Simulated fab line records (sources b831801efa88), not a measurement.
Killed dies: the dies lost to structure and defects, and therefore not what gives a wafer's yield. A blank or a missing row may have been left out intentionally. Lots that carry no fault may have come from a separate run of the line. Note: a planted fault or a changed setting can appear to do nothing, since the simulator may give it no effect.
Which tool was responsible? ; flow sky130 ; 36 wafers from 12 lots sampled at 5 of the route's 708 steps

== WHAT THE GAUGES SHOWED, per wafer ==
SKY_POLY_GATE_THK_MEAS_21. Usual: POLY_GATE_OXIDATION_THK gives 3.98 nm (standard deviation 0.09).
lot;measured;on;POLY_GATE_OXIDATION_THK (nm);flag
L149;day 16 07:53;film metro-03;4.05 4.15 4.08;
L155;day 18 12:59;film metro-03;3.39 3.32 3.30;OFF
L156;day 18 23:19;film metro-02;3.29 3.38 3.35;OFF
L164;day 22 05:20;film metro-03;4.10 4.19 4.11;
L165;day 22 07:20;film metro-04;4.13 4.09 4.11;
L166;day 22 19:16;film metro-03;3.98 3.91 3.89;
L167;day 23 03:05;film metro-02;4.08 4.05 4.06;
L168;day 23 07:29;film metro-03;4.07 4.10 4.02;
L169;day 23 11:13;film metro-02;4.04 4.00 4.12;
L170;day 24 01:45;film metro-04;3.94 3.99 3.95;
L171;day 24 10:02;film metro-02;3.89 3.97 3.95;
L172;day 24 21:10;film metro-03;4.08 4.09 4.15;

SKY_LDD_P_OVL_MEAS_08. Usual: LDD_P_OVL gives 0.6 nm (standard deviation 1.4).
lot;measured;on;LDD_P_OVL (nm);flag
L149;day 18 18:59;overlay-02;2.9 3.6 1.9;
L155;day 21 03:11;overlay-01;-0.7 0.1 -2.0;
L156;day 21 14:14;overlay-02;0.5 -0.1 -1.2;
L164;day 24 18:50;overlay-01;0.7 1.7 -0.1;
L165;day 24 20:43;overlay-02;2.0 1.4 0.9;
L166;day 25 08:42;overlay-02;1.9 1.7 1.9;
L167;day 25 15:47;overlay-02;0.7 1.8 0.7;
L168;day 25 20:38;overlay-01;2.7 2.4 3.0;
L169;day 25 23:56;overlay-02;-1.4 0.4 -1.1;
L170;day 26 13:35;overlay-02;1.4 1.8 2.3;
L171;day 26 20:51;overlay-02;0.5 -0.1 0.5;
L172;day 27 08:20;overlay-01;-1.7 -0.1 0.1;

SKY_LOCAL_INTERCONNECT_CD_MEAS_11 targets a cd of 170 nm. Usual: cd nm at 169.8 nm, with a standard deviation of 1.6.
lot;measured;on;cd nm (nm);flag
L149;day 30 04:10;cd sem-01;173.2 173.6 171.5;
L155;day 32 06:58;cd sem-01;168.7 168.6 169.9;
L156;day 32 13:43;cd sem-02;168.8 169.3 170.4;
L164;day 35 10:47;cd sem-02;168.5 169.9 168.7;
L165;day 35 11:53;cd sem-01;170.5 170.4 171.0;
L166;day 35 20:11;cd sem-02;170.5 169.9 169.5;
L167;day 36 05:29;cd sem-02;170.5 168.0 168.9;
L168;day 36 08:13;cd sem-01;171.2 170.9 170.6;
L169;day 36 14:11;cd sem-01;170.5 169.6 171.3;
L170;day 36 23:02;cd sem-01;169.5 168.0 169.4;
L171;day 37 08:17;cd sem-02;171.9 173.3 172.7;
L172;day 37 16:22;cd sem-01;168.4 169.2 168.8;

== WHAT TOOL EACH LOT RAN ON (gives the tool, then ch and the chambers of the sampled wafers, and finally the start) ==
lot;SKY_POLY_GATE_ETCH_15;SKY_POLY_GATE_OXIDATION_20
L149;rie diel-04 ch 0,3, day 16 05:32;furnace-02 ch 0, day 16 06:38
L155;rie diel-01 ch 2,3, day 18 11:11;furnace-02 ch 0, day 18 11:44
L156;rie diel-03 ch 0,1,3, day 18 21:14;furnace-02 ch 0, day 18 22:04
L164;rie diel-03 ch 1,2, day 22 03:41;furnace-01 ch 0, day 22 04:05
L165;rie diel-04 ch 0,1,2, day 22 05:41;furnace-01 ch 0, day 22 06:04
L166;rie diel-04 ch 0,1, day 22 17:35;furnace-02 ch 0, day 22 17:59
L167;rie diel-03 ch 0,1,2, day 23 01:26;furnace-02 ch 0, day 23 01:50
L168;rie diel-03 ch 0,1,3, day 23 05:50;furnace-01 ch 0, day 23 06:14
L169;rie diel-03 ch 0,1,2, day 23 09:35;furnace-01 ch 0, day 23 09:58
L170;rie diel-03 ch 0,1,2, day 24 00:05;furnace-02 ch 0, day 24 00:29
L171;rie diel-03 ch 0,3, day 24 07:38;furnace-01 ch 0, day 24 08:46
L172;rie diel-04 ch 0,2,3, day 24 18:35;furnace-01 ch 0, day 24 19:54
- SKY_POLY_GATE_ETCH_15: etches BARC in N2/H2, stops on SiO2, time 118.5 s, target depth 110 nm.
- SKY_POLY_GATE_OXIDATION_20: stabilise 600 s, purge 300 s, target thk 4 nm.

== AS READ BY THE TOOLS THEMSELVES (means over the sampled wafers that have a number; for cases with no such wafer, the mark the record gives instead) ==
SKY_POLY_GATE_ETCH_15. Usual: bias w 99.95 W, standard deviation 0.28; drypump motor current A 5.7 A, standard deviation 0.5; n2 flow sccm 100.0 sccm, standard deviation 0.31; oes product au 0.715 a.u., standard deviation 0.0047; throttle valve pct 13.211 %, standard deviation 0.0089.
lot;tool;bias w (W);drypump motor current A (A);n2 flow sccm (sccm);oes product au (a.u.);throttle valve pct (%);flag
L149;rie diel-04;100.01;5.9;99.8;0.714;13.219;
L155;rie diel-01;99.66;5.9;99.9;0.719;13.206;
L156;rie diel-03;99.60;6.0;100.0;0.712;13.212;
L164;rie diel-03;100.20;5.3;100.0;0.720;13.202;
L165;rie diel-04;100.04;5.9;100.1;0.718;13.214;
L166;rie diel-04;99.86;5.8;100.3;0.719;13.210;
L167;rie diel-03;99.92;5.6;100.0;0.715;13.211;
L168;rie diel-03;99.61;6.0;99.9;0.718;13.214;
L169;rie diel-03;99.92;5.6;99.9;0.718;13.215;
L170;rie diel-03;100.20;5.6;99.8;0.716;13.205;
L171;rie diel-03;99.97;5.7;100.1;0.719;13.215;
L172;rie diel-04;100.21;5.6;100.2;0.719;13.205;

SKY_POLY_GATE_OXIDATION_20. Usual: spike tc bottom C 865.3 C, standard deviation 1.3; tube center temp C 850 C, standard deviation 0.076; zone power bottom pct 21.8 %, standard deviation 2.
lot;tool;spike tc bottom C (C);tube center temp C (C);zone power bottom pct (%);flag
L149;furnace-02;865.9;850;24.2;
L155;furnace-02;866.0;850;24.4;
L156;furnace-02;866.5;850;24.4;
L164;furnace-01;864.9;850;20.0;
L165;furnace-01;865.2;850;20.2;
L166;furnace-02;866.7;850;24.5;
L167;furnace-02;866.0;850;24.2;
L168;furnace-01;864.2;850;20.3;
L169;furnace-01;864.7;850;20.2;
L170;furnace-02;866.0;850;24.2;
L171;furnace-01;865.0;850;20.1;
L172;furnace-01;864.7;850;20.2;

== THE ANSWER, worked out from the rows above alone ==
Rule: a lot is off if the mean of its wafers that have a number lies more than 3 standard deviations from the usual mean. A lot without any number at a reading at which 4 lots or more have one is off too. Any other lot the step has rows for is counted as sound. Order of review: gauges by route order, followed by the tools' own readings, for which a lot's mean as printed above is used. At the first step where some lot is off, the reading lying furthest off is the one used; lots without a number count as furthest.
Off: L155, L156, at SKY_POLY_GATE_THK_MEAS_21 (POLY_GATE_OXIDATION_THK).
If a tool, at a process step before that reading, ran all the lots that are off and no sound lot after the first of them, it fits. The gauges at SKY_POLY_GATE_THK_MEAS_21 are tried like those tools. None of those tried fits.

== WHAT THE SIMULATOR HAD INSERTED ==
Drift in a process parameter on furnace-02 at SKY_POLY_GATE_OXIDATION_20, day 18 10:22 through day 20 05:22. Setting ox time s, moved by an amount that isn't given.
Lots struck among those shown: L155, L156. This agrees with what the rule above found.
